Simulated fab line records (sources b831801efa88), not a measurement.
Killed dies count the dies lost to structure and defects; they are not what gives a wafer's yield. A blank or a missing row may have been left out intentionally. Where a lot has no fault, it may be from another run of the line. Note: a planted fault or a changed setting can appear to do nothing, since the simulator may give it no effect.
Comparing a struck lot with a sound one ; flow gf180mcu ; 14 out of 602 route steps
Sound: wafers L833.1, L833.5, L833.6. Wafers L832.2, L832.4, L832.5 were the ones struck. The cause is given at the end.
At each step with rows: each side's tool, then ch and its chambers, then its first start. Under that, the readings that differ: sound wafers ; struck wafers ; difference of the means ; sigmas: that difference in standard deviations of wafers without a fault.
alike: a reading whose means differ by less than 2 such deviations, as well as words and numbers matching on both sides. not compared: withheld readings; readings where some wafer has no value; bounds like >300 that might hide an equal value; numbers whose values overlap and for which the record gives no deviation.
The two part at a step that has a row with sigmas, a row that says differs or no value, or rows on one side only. When numbers do not overlap yet have no deviation, they are printed without sigmas and do not part them. A reading missing from all wafers of one side parts the sides only when that side holds two or more wafers.

first, 1 step without rows for these wafers: GF_MVSD_DEVELOP_06 (develop time 60 s).
GF_MVSD_OVL_MEAS_07:
  sound: overlay-01 at day 9 19:14; struck: overlay-01 at day 9 12:24
  alike: MVSD_OVL
then, 2 steps without rows for these wafers: GF_MVSD_IMPLANT_08; GF_MVSD_IMPLANT_09.
GF_MVSD_STRIP_10: strips in O2/N2.
  sound on plasma asher-04 ch 0,1, day 9 19:34; struck on plasma asher-01 ch 0,1, day 9 12:44
  alike: chamber pressure mTorr, drypump motor current A, heater power w, oes product au, platen temp c, strip time to endpoint s
  not compared: rf hours counter h
GF_MVSD_TW_MEAS_11:
  sound: film metro-03 at day 9 19:40; struck: film metro-01 at day 9 12:50
  alike: MVSD_TW
then, 6 steps without rows for these wafers: GF_MVPSD_DEHYDRATE_00 (time 60 s); GF_MVPSD_HMDS_01 (prime time 60 s); GF_MVPSD_COAT_02 (resist thk 3000 nm); GF_MVPSD_SOFTBAKE_03; GF_MVPSD_EXPOSE_04 (exposes mask MVPSD, target cd 1000 nm); GF_MVPSD_PEB_05.
GF_MVPSD_DEVELOP_06: develop time 60 s.
  sound on litho track-04 ch 0, day 10 13:00; struck on litho track-03, day 10 06:00
  no value came back on the struck wafers for chill plate temp C (C), develop time s (s); on the sound wafers chill plate temp C (C) reads 22.94 22.96 23.12
GF_MVPSD_OVL_MEAS_07:
  sound: overlay-01 at day 10 13:41; struck: overlay-01 at day 10 06:23
reading;sound;struck;difference;sigmas
MVPSD_OVL (nm);-1.1 -1.9 -0.5;- - -;no value on the struck wafers;

== WHERE THEY PART ==
At GF_MVPSD_DEVELOP_06 first; at GF_MVPSD_OVL_MEAS_07 last (within this record only).

WHY: what had been put in by the simulator
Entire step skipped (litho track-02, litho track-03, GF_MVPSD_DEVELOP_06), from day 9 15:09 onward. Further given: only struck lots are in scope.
